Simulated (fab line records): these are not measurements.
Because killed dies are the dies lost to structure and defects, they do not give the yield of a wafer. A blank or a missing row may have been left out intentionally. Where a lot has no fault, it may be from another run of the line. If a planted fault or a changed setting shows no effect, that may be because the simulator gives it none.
fab line records | flow sfq_line
[record] lots = 5 wafers = 23
route steps=325 shown M6@256 I6@273 M7@286 I7@297 M8@320
start_h: hours from the record's opening day to when the first of the lot's shown wafers began | wait_h: how many hours have passed since the lot's step before this one | " unchanged from the row above | L1.1+2: one row covering several wafers at once | - value missing, or start not given | * or withheld: withheld | < > ~ a bound
route shown NAME@n: names a module that has steps shown in the file, with the first one's number in the route | usual: average and standard deviation across the fault-free wafers | same: alike in all rows | chamber/n: place in a boat | sites: readings site by site | _std_site: the standard deviation of these | _edge_site: the outer-site mean with the inner-site mean subtracted | radius_mm: for every site, how far away it sits from the centre of the wafer | mask NAME#n: copy n | behind: the most recent tool/chamber to have shaped the wafer | hold: what put the lot on hold/how long, in hours/how the hold closed | device: whichever transistor did not switch (one of n, p or np) | end of line: at the end of the route, the tests of the same wafers | a step without rows: its recipe alone | killed: not the wafer's yield, but the dies lost to structure and defects at the first sort | map: the dies of a wafer, with x for killed, . for not killed, _ for no die there
set.NAME: setting as actually run; set.NAME@STEP: the setting as run at that earlier step | model.NAME: the simulator's own value behind a step, which no gauge read
one table per step and one row per wafer, for lots whose settings were changed on purpose
[[steps]]
[step SFQ_TRILAYER_M6_LITHO_COAT_159]
[recipe] resist = KrF spin_rpm = 3000 resist_thk_nm = 600
// columns lot.wafer tool chamber start_h wait_h set.resist_thk_nm model.KrF_of_TRILAYER_M6_LITHO_COAT_159.thk_nm
L074.1 litho_track-04 0 1519.29 0.2 600 600.2
L074.3 " 0 " " 631 630.7
L074.4 " 0 " " 631 630.4
L074.5 " 0 " " 600 600.1
L074.6 " 0 " " 631 632.3
L076.1 litho_track-04 0 1521.71 0.2 613.8 612
L076.3 " 0 " " 600 600
L076.4 " 0 " " 600 600.4
L076.5 " 0 " " 613.8 613.2
L076.6 " 0 " " 600 598.9
L077.2 litho_track-04 0 1523.86 0.2 578.1 579.7
L077.3 " 0 " " 600 600.8
L077.4 " 0 " " 578.1 579.5
L077.5 " 0 " " 600 601
L077.6 " 0 " " 600 600.1
L083.1 litho_track-04 0 1658.86 0.2 600 599.6
L083.2 " 0 " " 600 602.5
L083.3+5 " 0 " " 600 600.8
L083.4 " 0 " " 600 599.4
L085.2 litho_track-04 0 1664.89 0.2 600 598
L085.4 " 0 " " 600 596.6
L085.5 " 0 " " 600 598.5
[step SFQ_TRILAYER_M6_LITHO_SOFTBAKE_163]
[recipe] temp_c = withheld time_s = withheld resist = KrF
[step SFQ_TRILAYER_M6_LITHO_EXPOSE_160]
[recipe] mask_id = M6 na = 0.6 source_shape = conventional sigma_outer = 0.65 target_cd_nm = 500 dose_mj = 14.4
[step SFQ_TRILAYER_M6_LITHO_DEVELOP_161]
[recipe] time_s = 60 resist = KrF
[step SFQ_TRILAYER_M6_BARC_OPEN_METAL_ETCH_206]
[recipe] mask_material = PR chemistry = O2 target_depth_nm = 125 target = BARC icp_w = 600 bias_w = 77.63 pressure_mtorr = 10 time_s = 41.7
// columns lot.wafer tool chamber start_h wait_h set.resist_thk_nm@TRILAYER_M6_LITHO_COAT_159 model.KrF_of_TRILAYER_M6_LITHO_COAT_159.thk_nm
L074.1+5 rie_metal-02 0 1621.17 0.0 600 523.1
L074.3 " 1 " " 631 554.5
L074.4 " 0 " " 631 553.4
L074.6 " 1 " " 631 556.4
L076.1 rie_metal-02 0 1623.57 0.0 613.8 535.8
L076.3 " 1 " " 600 524.5
L076.4 " 0 " " 600 523.8
L076.5 " 1 " " 613.8 537.3
L076.6 " 0 " " 600 522.5
L077.2 rie_metal-03 1 1625.93 0.0 578.1 502.8
L077.3 " 0 " " 600 524.2
L077.4 " 1 " " 578.1 502.3
L077.5 " 0 " " 600 524.6
L077.6 " 1 " " 600 522.9
L083.1 rie_metal-01 1 1661.98 0.0 600 521.4
L083.2 " 1 " " 600 524.2
L083.3 " 1 " " 600 522.4
L083.4 " 1 " " 600 521.1
L083.5 " 1 " " 600 522.7
L085.2 rie_metal-03 1 1666.83 0.0 600 520.5
L085.4 " 0 " " 600 520.8
L085.5 " 1 " " 600 521.1
[step SFQ_TRILAYER_M6_ETCH_METAL_ETCH_162]
[recipe] target = Nb stop_on = SiO2 mask_material = PR chemistry = Cl2/Ar target_depth_nm = 240 icp_w = 600 bias_w = 80 pressure_mtorr = 10 time_s = 120
// columns lot.wafer tool chamber start_h wait_h set.bias_w set.resist_thk_nm@TRILAYER_M6_LITHO_COAT_159 model.KrF_of_TRILAYER_M6_LITHO_COAT_159.thk_nm
L074.1 rie_metal-02 0 1621.23 0.0 87.42 600 375.4
L074.3 " 1 " " 80 631 413.5
L074.4 " 0 " " 80 631 410.4
L074.5 " 0 " " 80 600 380.3
L074.6 " 1 " " 87.42 631 412.3
L076.1 rie_metal-02 0 1623.63 0.0 80 613.8 393.3
L076.3 " 1 " " 80 600 383.7
L076.4 " 0 " " 80 600 381.4
L076.5 " 1 " " 80 613.8 397.5
L076.6 " 0 " " 80 600 379
L077.2 rie_metal-03 1 1625.99 0.0 80 578.1 361.1
L077.3 " 0 " " 80 600 385.9
L077.4 " 1 " " 80 578.1 361.3
L077.5 " 0 " " 80 600 384.7
L077.6 " 1 " " 80 600 381.5
L083.1 rie_metal-01 1 1662.10 0.1 80 600 376.8
L083.2 " 1 " " 85.03 600 376.6
L083.3 " 1 " " 85.03 600 374.7
L083.4 " 1 " " 80 600 375.5
L083.5 " 1 " " 80 600 377.9
L085.2 rie_metal-03 1 1666.89 0.0 80 600 376.6
L085.4 " 0 " " 80 600 381.4
L085.5 " 1 " " 80 600 376.4
[step SFQ_TRILAYER_I6_VIA_LITHO_EXPOSE_170]
[recipe] mask_id = I6 na = 0.6 source_shape = conventional sigma_outer = 0.65 target_cd_nm = 700 dose_mj = 21.3
// columns lot.wafer tool chamber start_h wait_h mask set.dose_mj
L074.1+3+4 krf_scanner-01 0 1742.25 - I6#0 21.3
L074.5+6 " 0 " " I6#0 19.87
L076.1+5+6 krf_scanner-01 0 1744.65 - I6#0 19.72
L076.3+4 " 0 " " I6#0 21.3
L077.2+5 krf_scanner-01 0 1746.05 - I6#0 20.17
L077.3+4+6 " 0 " " I6#0 21.3
L083.1+2+3+4+5 krf_scanner-02 0 1775.91 - I6#0 21.3
L085.2+4+5 krf_scanner-01 0 1781.44 - I6#0 21.3
[step SFQ_TRILAYER_I6_VIA_BARC_OPEN_VIA_ETCH_235]
[recipe] mask_material = PR chemistry = O2 target_depth_nm = 125 target = BARC source_w = 500 bias_w = 80 pressure_mtorr = 30 time_s = 41.7
// columns lot.wafer tool chamber start_h wait_h set.bias_w set.dose_mj@TRILAYER_I6_VIA_LITHO_EXPOSE_170 model.I6.cd_nm
L074.1 rie_diel-04 2 1743.78 0.0 86.27 21.3 698.1
L074.3 " 1 " " 80 21.3 697.9
L074.4 " 3 " " 86.27 21.3 701.5
L074.5 " 1 " " 86.27 19.87 687.6
L074.6 " 2 " " 80 19.87 686.8
L076.1 rie_diel-01 2 1746.18 0.0 80 19.72 688.3
L076.3 " 1 " " 80 21.3 698.8
L076.4 " 2 " " 80 21.3 699.9
L076.5 " 1 " " 80 19.72 686.6
L076.6 " 3 " " 80 19.72 686.4
L077.2 rie_diel-04 1 1747.38 0.0 80 20.17 690.4
L077.3 " 0 " " 80 21.3 697.9
L077.4 " 3 " " 80 21.3 701
L077.5 " 3 " " 80 20.17 692.7
L077.6 " 2 " " 80 21.3 698.4
L083.1 rie_diel-01 1 1777.45 0.0 80 21.3 698.7
L083.2 " 3 " " 80 21.3 701.3
L083.3 " 2 " " 80 21.3 703.8
L083.4 " 1 " " 80 21.3 701
L083.5 " 3 " " 80 21.3 702.1
L085.2 rie_diel-04 1 1782.77 0.0 80 21.3 698.4
L085.4 " 3 " " 80 21.3 702.1
L085.5 " 2 " " 80 21.3 698.3
[step SFQ_TRILAYER_M7_LITHO_COAT_177]
[recipe] resist = KrF spin_rpm = 3000 resist_thk_nm = 600
// columns lot.wafer tool chamber start_h wait_h set.resist_thk_nm model.KrF_of_TRILAYER_M7_LITHO_COAT_177.thk_nm
L074.1 litho_track-03 0 1745.75 0.2 600 603.6
L074.3 " 0 " " 600 603.9
L074.4 " 0 " " 570.4 573.4
L074.5 " 0 " " 600 604.3
L074.6 " 0 " " 570.4 571.9
L076.1 litho_track-04 0 1747.71 0.2 600 600.1
L076.3 " 0 " " 617.7 618
L076.4 " 0 " " 600 598.8
L076.5 " 0 " " 617.7 617.2
L076.6 " 0 " " 617.7 618.4
L077.2 litho_track-01 0 1748.96 0.2 600 598.6
L077.3 " 0 " " 568.7 569.8
L077.4 " 0 " " 568.7 569.6
L077.5 " 0 " " 600 600
L077.6 " 0 " " 600 599.9
L083.1 litho_track-03 0 1778.97 0.2 600 601.9
L083.2 " 0 " " 625.4 627.2
L083.3 " 0 " " 625.4 626.2
L083.4 " 0 " " 600 601.1
L083.5 " 0 " " 625.4 628.3
L085.2 litho_track-03 0 1784.38 0.2 600 599.2
L085.4 " 0 " " 600 598.7
L085.5 " 0 " " 600 599.6
[step SFQ_TRILAYER_M7_LITHO_PEB_180]
[recipe] peb_temp_c = 115 peb_time_s = 60 resist = KrF
// columns lot.wafer tool chamber start_h wait_h set.peb_temp_c
L074.1+3+6 litho_track-01 0 1831.64 1.0 116.7
L074.4+5 " 0 " " 115
L076.1+6 litho_track-04 0 1835.24 1.0 115
L076.3+4+5 " 0 " " 116.8
L077.2+3+4+5+6 litho_track-01 0 1838.86 0.8 115
L083.1+2 litho_track-04 0 1869.26 1.0 115
L083.3+4+5 " 0 " " 117.1
L085.2+4+5 litho_track-01 0 1874.08 0.8 115
[step SFQ_TRILAYER_M7_LITHO_DEVELOP_179]
[recipe] time_s = 60 resist = KrF
[step SFQ_TRILAYER_M7_BARC_OPEN_METAL_ETCH_229]
[recipe] mask_material = PR chemistry = O2 target_depth_nm = 125 target = BARC icp_w = 600 bias_w = 80 pressure_mtorr = 10 time_s = 41.7
// columns lot.wafer tool chamber start_h wait_h set.resist_thk_nm@TRILAYER_M7_LITHO_COAT_177 set.peb_temp_c@TRILAYER_M7_LITHO_PEB_180 model.M7.cd_nm model.KrF_of_TRILAYER_M7_LITHO_COAT_177.thk_nm
L074.1 rie_metal-02 1 1831.97 0.0 600 116.7 471.6 526.6
L074.3 " 1 " " 600 116.7 471.1 527
L074.4 " 0 " " 570.4 115 497.9 495.5
L074.5 " 1 " " 600 115 499 527.4
L074.6 " 0 " " 570.4 116.7 470.5 494
L076.1 rie_metal-03 1 1835.57 0.0 600 115 500.7 522.2
L076.3 " 1 " " 617.7 116.8 469.3 540
L076.4 " 0 " " 600 116.8 468 521.8
L076.5 " 0 " " 617.7 116.8 468.9 540.6
L076.6 " 1 " " 617.7 115 501.3 540.7
L077.2 rie_metal-02 1 1839.17 0.0 600 115 496.4 521.2
L077.3 " 0 " " 568.7 115 497.3 492
L077.4 " 1 " " 568.7 115 497.9 492.1
L077.5 " 0 " " 600 115 496.9 522.1
L077.6 " 1 " " 600 115 497.8 522.7
L083.1 rie_metal-02 0 1869.59 0.0 600 115 499.7 524.1
L083.2 " 1 " " 625.4 115 500.4 550.4
L083.3 " 0 " " 625.4 117.1 465.6 548.2
L083.4 " 1 " " 600 117.1 465.2 524.3
L083.5 " 1 " " 625.4 117.1 465.2 551.4
L085.2 rie_metal-02 1 1874.39 0.0 600 115 496.9 521.8
L085.4 " 1 " " 600 115 497.8 521.4
L085.5 " 0 " " 600 115 498.2 522.4
[step SFQ_TRILAYER_M7_ETCH_METAL_ETCH_180]
[recipe] target = Nb stop_on = SiO2 mask_material = PR chemistry = Cl2/Ar target_depth_nm = 240 icp_w = 600 bias_w = 80 pressure_mtorr = 10 time_s = 120
// columns lot.wafer tool chamber start_h wait_h set.resist_thk_nm@TRILAYER_M7_LITHO_COAT_177 model.KrF_of_TRILAYER_M7_LITHO_COAT_177.thk_nm
L074.1 rie_metal-02 1 1832.03 0.0 600 385.1
L074.3 " 1 " " 600 385.4
L074.4 " 0 " " 570.4 351.3
L074.5 " 1 " " 600 386.7
L074.6 " 0 " " 570.4 350
L076.1 rie_metal-03 1 1835.63 0.0 600 378.9
L076.3 " 1 " " 617.7 397.9
L076.4 " 0 " " 600 382.1
L076.5 " 0 " " 617.7 400.7
L076.6 " 1 " " 617.7 398.4
L077.2 rie_metal-02 1 1839.23 0.0 600 378.9
L077.3 " 0 " " 568.7 349
L077.4 " 1 " " 568.7 350.2
L077.5 " 0 " " 600 378.6
L077.6 " 1 " " 600 380.6
L083.1 rie_metal-02 0 1869.65 0.0 600 378.6
L083.2 " 1 " " 625.4 407.4
L083.3 " 0 " " 625.4 403.4
L083.4 " 1 " " 600 381
L083.5 " 1 " " 625.4 408.7
L085.2 rie_metal-02 1 1874.45 0.0 600 381.1
L085.4 " 1 " " 600 380.1
L085.5 " 0 " " 600 380
[step SFQ_TRILAYER_I7_CMP_CMP_184]
[recipe] material = SiO2 down_force_psi = 3 platen_rpm = 60 pad_velocity_m_s = 0.94248
// columns lot.wafer tool chamber start_h wait_h set.leave_above_ref_nm model.SiO2_of_TRILAYER_I7_DEP_PECVD_183.thk_nm
L074.3 cmp-01 3 1833.01 0.0 190.5 189.3
L074.1 " 1 1834.01 1.0 200 201.2
L074.4 " 2 " " 200 199.9
L074.6 " 3 " " 190.5 187
L074.5 " 0 " " 190.5 191.3
L076.1 cmp-02 3 1839.61 3.0 200 201.5
L076.4 " 0 " " 188.7 187.7
L076.3 " 1 " " 200 197.5
L076.5 " 3 1841.61 5.0 188.7 188.7
L076.6 " 0 " " 200 199.2
L077.3 cmp-01 0 1841.16 1.0 200 200.4
L077.4 " 2 1842.16 1.9 195.4 197.6
L077.2 " 3 " " 200 197.3
L077.6 " 0 " " 195.4 195.6
L077.5 " 1 " " 195.4 198.2
L083.4 cmp-02 3 1884.53 13.9 190.8 192.8
L083.3 " 0 " " 200 199.8
L083.1 " 1 " " 200 198.1
L083.2 " 2 " " 190.8 193.5
L083.5 " 3 " " 190.8 192.5
L085.2 cmp-01 0 1894.69 19.3 200 201.1
L085.4 " 2 1895.69 20.3 200 201
L085.5 " 0 1896.69 21.3 200 200.5
[step SFQ_TRILAYER_I7_METRO_MEASURE_185]
[usual] thk_nm = 200.1/1.7
// columns lot.wafer tool chamber start_h wait_h set.leave_above_ref_nm@TRILAYER_I7_CMP_CMP_184 thk_nm
L074.1 film_metro-04 - 1836.13 0.1 200 201.2
L074.3 " - " " 190.5 189.3
L074.4 " - " " 200 199.8
L074.5 " - " " 190.5 191.4
L074.6 " - " " 190.5 186.9
L076.1 film_metro-04 - 1842.73 0.1 200 201.5
L076.3 " - " " 200 197.4
L076.4 " - " " 188.7 187.6
L076.5 " - " " 188.7 188.8
L076.6 " - " " 200 199.2
L077.2 film_metro-01 - 1844.48 0.3 200 197.4
L077.3 " - " " 200 200.4
L077.4 " - " " 195.4 197.6
L077.5 " - " " 195.4 198.1
L077.6 " - " " 195.4 195.5
L083.1 film_metro-04 - 1887.65 0.1 200 198.3
L083.2 " - " " 190.8 193.4
L083.3 " - " " 200 200.0
L083.4 " - " " 190.8 192.8
L083.5 " - " " 190.8 192.6
L085.2 film_metro-04 - 1898.01 0.3 200 201.2
L085.4 " - " " 200 200.9
L085.5 " - " " 200 200.5
[step SFQ_TRILAYER_I7_VIA_LITHO_COAT_192]
[recipe] resist = BARC spin_rpm = 3000 resist_thk_nm = 62
// columns lot.wafer tool chamber start_h wait_h set.spin_rpm model.BARC_of_TRILAYER_I7_VIA_LITHO_COAT_192.thk_nm
L074.1 litho_track-01 0 1837.33 1.0 2790 63.92
L074.3 " 0 " " 3000 61.89
L074.4 " 0 " " 3000 61.74
L074.5 " 0 " " 3000 61.82
L074.6 " 0 " " 2790 64.19
L076.1 litho_track-03 0 1843.93 1.0 3000 62.13
L076.3 " 0 " " 3000 62.22
L076.4 " 0 " " 3000 62.26
L076.5 " 0 " " 3000 62.3
L076.6 " 0 " " 3000 62.2
L077.2 litho_track-01 0 1845.53 0.8 3000 62.31
L077.3 " 0 " " 3000 62.07
L077.4 " 0 " " 3000 62.19
L077.5 " 0 " " 3000 61.9
L077.6 " 0 " " 3000 62.14
L083.1 litho_track-02 0 1888.85 1.0 2871 63.28
L083.2 " 0 " " 3000 61.85
L083.3 " 0 " " 2871 63.32
L083.4 " 0 " " 3000 61.86
L083.5 " 0 " " 2871 63.13
L085.2 litho_track-01 0 1899.06 0.8 3000 62.01
L085.4 " 0 " " 3000 62.15
L085.5 " 0 " " 3000 61.95
[step SFQ_TRILAYER_I7_VIA_BARC_OPEN_VIA_ETCH_260]
[recipe] mask_material = PR chemistry = O2 target_depth_nm = 125 target = BARC source_w = 500 bias_w = 80 pressure_mtorr = 30 time_s = 41.7
// columns lot.wafer tool chamber start_h wait_h set.source_w
L074.1+3+4+5+6 rie_diel-04 0,2,1,2,0 1913.34 0.0 500
L076.1+3+4 rie_diel-04 0,2,3 1921.74 0.0 455.6
L076.5+6 " 1,0 " " 500
L077.2+4+5 rie_diel-02 0,3,0 1924.14 0.0 522.6
L077.3+6 " 1,3 " " 500
L083.1+3+4 rie_diel-04 0,1,2 1970.22 0.0 500
L083.2+5 " 3,1 " " 484.4
L085.2+4+5 rie_diel-04 1,0,1 1989.42 0.0 500
[step SFQ_TRILAYER_I7_VIA_ETCH_VIA_ETCH_190]
[recipe] target = SiO2 stop_on = Nb mask_material = PR taper_deg = 20 chemistry = CHF3 target_depth_nm = 260 source_w = 500 bias_w = 80 pressure_mtorr = 30 time_s = withheld
// columns lot.wafer tool chamber start_h wait_h set.leave_above_ref_nm@TRILAYER_I7_CMP_CMP_184 model.etch.depth_nm model.I7.feature_depth_nm
L074.1 rie_diel-04 0 1913.38 0.0 200 - 201.2
L074.3 " 2 " " 190.5 - 189.3
L074.4 " 1 " " 200 199.9 199.9
L074.5 " 2 " " 190.5 - 191.3
L074.6 " 0 " " 190.5 187 187
L076.1 rie_diel-04 0 1921.78 0.0 200 - 201.5
L076.3 " 2 " " 200 - 197.5
L076.4 " 3 " " 188.7 187.7 187.7
L076.5 " 1 " " 188.7 188.7 188.7
L076.6 " 0 " " 200 199.2 199.2
L077.2 rie_diel-02 0 1924.18 0.0 200 - 197.3
L077.3 " 1 " " 200 200.4 200.4
L077.4 " 3 " " 195.4 197.6 197.6
L077.5 " 0 " " 195.4 198.2 198.2
L077.6 " 3 " " 195.4 - 195.6
L083.1 rie_diel-04 0 1970.26 0.0 200 - 198.1
L083.2 " 3 " " 190.8 193.5 193.5
L083.3 " 1 " " 200 - 199.8
L083.4 " 2 " " 190.8 192.8 192.8
L083.5 " 1 " " 190.8 - 192.5
L085.2 rie_diel-04 1 1989.46 0.0 200 201.1 201.1
L085.4 " 0 " " 200 201 201
L085.5 " 1 " " 200 200.5 200.5
[step SFQ_TRILAYER_M8_DEP_EVAP_198]
[recipe] material = Pt angular_spread_deg = 1 target_thk_nm = 50 time_s = 250 power_w = 2000
// columns lot.wafer tool chamber start_h wait_h set.time_s model.Pt_of_TRILAYER_M8_DEP_EVAP_198.thk_nm
L074.1 pvd_sputter-01 - 2006.29 0.0 250 50.48
L074.3 " - " " 250 50.3
L074.4 " - " " 226 46.09
L074.5 " - " " 226 45.02
L074.6 " - " " 226 45.85
L076.1 pvd_sputter-01 - 2015.89 0.0 250 50.7
L076.3 " - " " 250 50.1
L076.4 " - " " 250 51.44
L076.5 " - " " 250 51.17
L076.6 " - " " 250 50.65
L077.2 pvd_sputter-02 - 2019.49 0.0 250 49.97
L077.3 " - " " 250 50.19
L077.4 " - " " 217.9 43.63
L077.5 " - " " 250 50.63
L077.6 " - " " 217.9 43.48
L083.1 pvd_sputter-02 - 2075.02 0.0 250 50.76
L083.2 " - " " 250 50.59
L083.3 " - " " 250 50.18
L083.4 " - " " 250 49.98
L083.5 " - " " 250 50.39
L085.2 pvd_sputter-02 - 2090.62 0.0 250 50.03
L085.4 " - " " 250 49.3
L085.5 " - " " 250 49.36
[[key]]
[split] step = SFQ_TRILAYER_M6_LITHO_COAT_159 setting = resist_thk_nm stated = 600 by = wafer
[response] step = SFQ_TRILAYER_M6_LITHO_COAT_159 reading = model.KrF_of_TRILAYER_M6_LITHO_COAT_159.thk_nm change = +5.87 per = 1% r = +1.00
[response] step = SFQ_TRILAYER_M6_BARC_OPEN_METAL_ETCH_206 reading = model.KrF_of_TRILAYER_M6_LITHO_COAT_159.thk_nm change = +5.99 per = 1% r = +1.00
[response] step = SFQ_TRILAYER_M6_ETCH_METAL_ETCH_162 reading = model.KrF_of_TRILAYER_M6_LITHO_COAT_159.thk_nm change = +6.45 per = 1% r = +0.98
[split] step = SFQ_TRILAYER_M6_ETCH_METAL_ETCH_162 setting = bias_w stated = 80 by = wafer
response none clear
[split] step = SFQ_TRILAYER_I6_VIA_LITHO_EXPOSE_170 setting = dose_mj stated = 21.3 by = wafer
[response] step = SFQ_TRILAYER_I6_VIA_BARC_OPEN_VIA_ETCH_235 reading = model.I6.cd_nm change = +1.65 per = 1% r = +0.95
[split] step = SFQ_TRILAYER_I6_VIA_BARC_OPEN_VIA_ETCH_235 setting = bias_w stated = 80 by = wafer
response none clear
[split] step = SFQ_TRILAYER_M7_LITHO_COAT_177 setting = resist_thk_nm stated = 600 by = wafer
[response] step = SFQ_TRILAYER_M7_LITHO_COAT_177 reading = model.KrF_of_TRILAYER_M7_LITHO_COAT_177.thk_nm change = +6.05 per = 1% r = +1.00
[response] step = SFQ_TRILAYER_M7_BARC_OPEN_METAL_ETCH_229 reading = model.KrF_of_TRILAYER_M7_LITHO_COAT_177.thk_nm change = +6.13 per = 1% r = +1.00
[response] step = SFQ_TRILAYER_M7_ETCH_METAL_ETCH_180 reading = model.KrF_of_TRILAYER_M7_LITHO_COAT_177.thk_nm change = +6.34 per = 1% r = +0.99
[split] step = SFQ_TRILAYER_M7_LITHO_PEB_180 setting = peb_temp_c stated = 115 by = wafer
[response] step = SFQ_TRILAYER_M7_BARC_OPEN_METAL_ETCH_229 reading = model.M7.cd_nm change = -19.4 per = 1% r = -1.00
[split] step = SFQ_TRILAYER_I7_CMP_CMP_184 setting = leave_above_ref_nm stated = 200 by = wafer
[response] step = SFQ_TRILAYER_I7_CMP_CMP_184 reading = model.SiO2_of_TRILAYER_I7_DEP_PECVD_183.thk_nm change = +1.84 per = 1% r = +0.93
[response] step = SFQ_TRILAYER_I7_METRO_MEASURE_185 reading = thk_nm change = +1.85 per = 1% r = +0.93
[response] step = SFQ_TRILAYER_I7_VIA_ETCH_VIA_ETCH_190 reading = model.etch.depth_nm change = +2.1 per = 1% r = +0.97
[response] step = SFQ_TRILAYER_I7_VIA_ETCH_VIA_ETCH_190 reading = model.I7.feature_depth_nm change = +1.84 per = 1% r = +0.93
[split] step = SFQ_TRILAYER_I7_VIA_LITHO_COAT_192 setting = spin_rpm stated = 3000 by = wafer
[response] step = SFQ_TRILAYER_I7_VIA_LITHO_COAT_192 reading = model.BARC_of_TRILAYER_I7_VIA_LITHO_COAT_192.thk_nm change = -0.321 per = 1% r = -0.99
[split] step = SFQ_TRILAYER_I7_VIA_BARC_OPEN_VIA_ETCH_260 setting = source_w stated = 500 by = wafer
response none clear
[split] step = SFQ_TRILAYER_M8_DEP_EVAP_198 setting = time_s stated = 250 by = wafer
[response] step = SFQ_TRILAYER_M8_DEP_EVAP_198 reading = model.Pt_of_TRILAYER_M8_DEP_EVAP_198.thk_nm change = +0.512 per = 1% r = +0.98
